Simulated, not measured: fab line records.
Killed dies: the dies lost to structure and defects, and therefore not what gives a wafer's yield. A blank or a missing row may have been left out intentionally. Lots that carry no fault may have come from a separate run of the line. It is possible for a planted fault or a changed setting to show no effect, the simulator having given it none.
Commonality check across tools | flow sky130 | 14 lots and 42 wafers in the sample

THE REASON FOR OPENING IT
Of 14 lots, 2 have the reading CAP2M_CVD_00_THK flagged at SKY_CAP2M_THK_MEAS_01. Fault-free wafers read 15.48 nm, with a standard deviation of 0.24.
Rule: a lot gets a flag if all its wafers with a number sit over 4 standard deviations from that mean, or if no wafer of it has a number. The rest of the lots are taken to be sound.

lot  | measured     | on            | CAP2M_CVD_00_THK (nm), wafer by wafer | flag
L230 | day 39 23:08 | film-metro-03 | 15.17 15.07 15.69                     |
L231 | day 40 13:31 | film-metro-02 | 15.79 15.82 15.97                     |
L233 | day 40 16:41 | film-metro-01 | 15.38 15.15 15.62                     |
L234 | day 41 00:19 | film-metro-01 | 15.54 15.66 15.67                     |
L235 | day 41 04:24 | film-metro-01 | 15.66 15.87 15.44                     |
L236 | day 41 19:55 | film-metro-03 | 15.21 15.16 15.33                     |
L241 | day 43 06:17 | film-metro-02 | 15.10 15.70 15.48                     |
L242 | day 43 09:53 | film-metro-02 | 15.18 15.52 15.42                     |
L243 | day 43 13:35 | film-metro-01 | 15.39 15.56 15.47                     |
L244 | day 43 18:41 | film-metro-02 | 9.24 9.42 9.31                        | FLAGGED
L245 | day 44 00:19 | film-metro-03 | 15.03 15.69 15.63                     |
L246 | day 44 11:43 | film-metro-03 | 15.35 15.43 15.55                     |
L248 | day 45 01:55 | film-metro-03 | 9.36 9.29 9.35                        | FLAGGED
L252 | day 46 00:31 | film-metro-03 | 15.56 15.85 15.03                     |
The numbers of the flagged lots are 9.33 nm on average: -6.15 nm against the usual, or -26 standard deviations.

LOT BY LOT: THE TOOL USED
The record holds 1 process step before the reading, out of a route of 708 steps. Each cell gives the tool, then ch followed by the chambers the sampled wafers passed through, then the start.
lot  | flag    | SKY_CAP2M_CVD_00
L230 |         | pecvd-04 ch 0,1,2, day 39 23:07
L231 |         | pecvd-02 ch 1,2, day 40 13:29
L233 |         | pecvd-02 ch 0,1,2, day 40 16:39
L234 |         | pecvd-01 ch 0,1,2, day 41 00:17
L235 |         | pecvd-02 ch 0,1,2, day 41 04:22
L236 |         | pecvd-01 ch 0,1,2, day 41 19:54
L241 |         | pecvd-01 ch 1,2, day 43 06:15
L242 |         | pecvd-02 ch 0,2, day 43 09:52
L243 |         | pecvd-01 ch 0,2, day 43 13:33
L244 | FLAGGED | pecvd-01 ch 0,1, day 43 18:40
L245 |         | pecvd-02 ch 0,1,2, day 44 00:16
L246 |         | pecvd-04 ch 0,1,2, day 44 11:41
L248 | FLAGGED | pecvd-01 ch 0,1, day 45 01:53
L252 |         | pecvd-02 ch 0,1,2, day 46 00:29
These steps, and what they do:
- SKY_CAP2M_CVD_00: deposits SiO2, target thk 15.5 nm.
- SKY_CAP2M_THK_MEAS_01

FLAGGED OVER TOTAL, TOOL BY TOOL (the gauges that took the reading come last)
step                  | tool          | lots run | flagged | share of the flagged lots | sound lots run after its first flagged lot
SKY_CAP2M_CVD_00      | pecvd-01      | 6        | 2       | all                       | 0
SKY_CAP2M_CVD_00      | pecvd-02      | 6        | 0       | none                      | -
SKY_CAP2M_CVD_00      | pecvd-04      | 2        | 0       | none                      | -
SKY_CAP2M_THK_MEAS_01 | film-metro-01 | 4        | 0       | none                      | -
SKY_CAP2M_THK_MEAS_01 | film-metro-02 | 4        | 1       | some                      | 0
SKY_CAP2M_THK_MEAS_01 | film-metro-03 | 6        | 1       | some                      | 1 (L252)

WHAT THE TABLE PERMITS
All flagged lots share 1 row of the table, namely pecvd-01 at SKY_CAP2M_CVD_00.
- pecvd-01 at SKY_CAP2M_CVD_00: 2 of its 6 lots flagged. A fault beginning between L243 (day 43 13:33), its last sound lot, and L244 (day 43 18:40), its first flagged one, fits the data.
Left over: one tool, pecvd-01 at SKY_CAP2M_CVD_00.

WHAT THE SIMULATOR HAD INSERTED
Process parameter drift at SKY_CAP2M_CVD_00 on pecvd-01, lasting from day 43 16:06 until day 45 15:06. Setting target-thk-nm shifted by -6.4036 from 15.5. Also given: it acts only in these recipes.
Struck lots among those shown: L244, L248. The rule given above showed the same thing.
